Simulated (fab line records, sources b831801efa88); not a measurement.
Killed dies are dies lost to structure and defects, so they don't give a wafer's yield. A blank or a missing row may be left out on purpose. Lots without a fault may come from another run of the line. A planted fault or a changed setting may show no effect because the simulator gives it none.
Tool commonality check | flow gf180mcu | 13 lots, 39 wafers sampled

WHY IT WAS OPENED
At GF_VT_IMPLANT_RS_MEAS_48 the reading LVPWELL_RS is flagged on 2 of 13 lots. Wafers without a fault read 1196.8 ohm/sq, standard deviation 2.8.
Rule: a lot is flagged when every wafer of it that has a number lies more than 4 standard deviations from that mean, or none has a number. The other lots count as sound.

lot  | measured     | on            | LVPWELL_RS (ohm/sq), wafer by wafer | flag
L732 | day 7 12:18  | film_metro-04 | 1195.1 1196.5 1194.1                |
L733 | day 7 19:50  | film_metro-02 | 1201.1 1199.6 1199.6                |
L734 | day 8 03:33  | film_metro-02 | 1194.5 1193.5 1195.6                |
L735 | day 8 09:01  | film_metro-04 | 1196.5 1200.1 1200.0                |
L738 | day 9 02:21  | film_metro-02 | 1190.6 1190.5 1193.1                |
L739 | day 9 13:04  | film_metro-04 | 1197.6 1192.5 1195.9                |
L741 | day 10 02:08 | film_metro-01 | 1200.3 1192.8 1197.3                |
L744 | day 10 23:47 | film_metro-02 | 1210.5 1210.6 1211.0                | FLAGGED
L745 | day 11 05:12 | film_metro-02 | 1214.8 1215.9 1213.7                | FLAGGED
L751 | day 12 20:34 | film_metro-04 | 1196.2 1198.8 1195.3                |
L752 | day 13 05:43 | film_metro-02 | 1196.1 1194.3 1194.4                |
L753 | day 13 13:40 | film_metro-02 | 1199.6 1199.7 1197.4                |
L754 | day 13 17:01 | film_metro-01 | 1196.9 1197.4 1194.2                |
The numbers of the flagged lots are 1212.8 ohm/sq on average: +16.0 ohm/sq against the usual, or +6 standard deviations.

WHICH TOOL RAN EACH LOT
The record holds 2 process steps before the reading, out of a route of 602 steps. In each cell: the tool, then ch and the chambers that the sampled wafers went through, then the start.
lot  | flag    | GF_LVPWELL_IMPLANT_09          | GF_VT_IMPLANT_STRIP_31
L732 |         | implanter-01 ch 0, day 3 20:52 | plasma_asher-02 ch 0,1, day 6 20:57
L733 |         | implanter-02 ch 0, day 4 02:11 | plasma_asher-04 ch 0,1, day 7 03:33
L734 |         | implanter-02 ch 0, day 4 08:04 | plasma_asher-02 ch 0,1, day 7 10:30
L735 |         | implanter-03 ch 0, day 4 12:30 | plasma_asher-01 ch 0,1, day 7 16:00
L738 |         | implanter-01 ch 0, day 5 04:11 | plasma_asher-04 ch 0,1, day 8 09:44
L739 |         | implanter-02 ch 0, day 5 12:20 | plasma_asher-04 ch 0,1, day 8 19:21
L741 |         | implanter-03 ch 0, day 5 22:17 | plasma_asher-04 ch 0,1, day 9 07:11
L744 | FLAGGED | implanter-02 ch 0, day 6 17:06 | plasma_asher-01 ch 0,1, day 10 05:03
L745 | FLAGGED | implanter-02 ch 0, day 7 01:00 | plasma_asher-04 ch 0,1, day 10 10:48
L751 |         | implanter-03 ch 0, day 8 08:14 | plasma_asher-02 ch 0,1, day 12 00:30
L752 |         | implanter-01 ch 0, day 8 13:23 | plasma_asher-02 ch 0,1, day 12 09:15
L753 |         | implanter-01 ch 0, day 8 20:41 | plasma_asher-02 ch 0,1, day 12 16:44
L754 |         | implanter-01 ch 0, day 9 00:26 | plasma_asher-01 ch 0,1, day 12 19:57
What these steps do:
- GF_LVPWELL_IMPLANT_09
- GF_VT_IMPLANT_STRIP_31: strips in O2/N2.
- GF_VT_IMPLANT_RS_MEAS_48: measures by four-point-probe.

FLAGGED OVER TOTAL, TOOL BY TOOL (the gauges that took the reading come last)
step                     | tool            | lots run | flagged | share of the flagged lots | sound lots run after its first flagged lot
GF_LVPWELL_IMPLANT_09    | implanter-01    | 5        | 0       | none                      | -
GF_LVPWELL_IMPLANT_09    | implanter-02    | 5        | 2       | all                       | 0
GF_LVPWELL_IMPLANT_09    | implanter-03    | 3        | 0       | none                      | -
GF_VT_IMPLANT_STRIP_31   | plasma_asher-01 | 3        | 1       | some                      | 1 (L754)
GF_VT_IMPLANT_STRIP_31   | plasma_asher-02 | 5        | 0       | none                      | -
GF_VT_IMPLANT_STRIP_31   | plasma_asher-04 | 5        | 1       | some                      | 0
GF_VT_IMPLANT_RS_MEAS_48 | film_metro-01   | 2        | 0       | none                      | -
GF_VT_IMPLANT_RS_MEAS_48 | film_metro-02   | 7        | 2       | all                       | 2 (L752,L753)
GF_VT_IMPLANT_RS_MEAS_48 | film_metro-04   | 4        | 0       | none                      | -

WHAT THE TABLE ALLOWS
2 rows of the table ran every flagged lot: implanter-02 at GF_LVPWELL_IMPLANT_09, film_metro-02 at GF_VT_IMPLANT_RS_MEAS_48.
- implanter-02 at GF_LVPWELL_IMPLANT_09: 2 of its 5 lots flagged. Its last sound lot is L739 (day 5 12:20), its first flagged lot L744 (day 6 17:06): a fault that began between those two fits. Its own readings lie more than 4 standard deviations out on every wafer of the flagged lots: dose_ions_cm2.
- film_metro-02 at GF_VT_IMPLANT_RS_MEAS_48: 2 of its 7 lots flagged. Sound lots ran on it after the first flagged one (L752, L753), which a lasting fault on the whole tool wouldn't allow.
One tool is left: implanter-02 at GF_LVPWELL_IMPLANT_09.

WHAT THE SIMULATOR HAD PUT IN
Process parameter drift: implanter-02, from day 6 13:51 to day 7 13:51, at GF_LVPWELL_IMPLANT_09. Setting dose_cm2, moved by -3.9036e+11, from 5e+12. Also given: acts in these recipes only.
Lots struck among those shown: L744, L745. The rule above found the same.
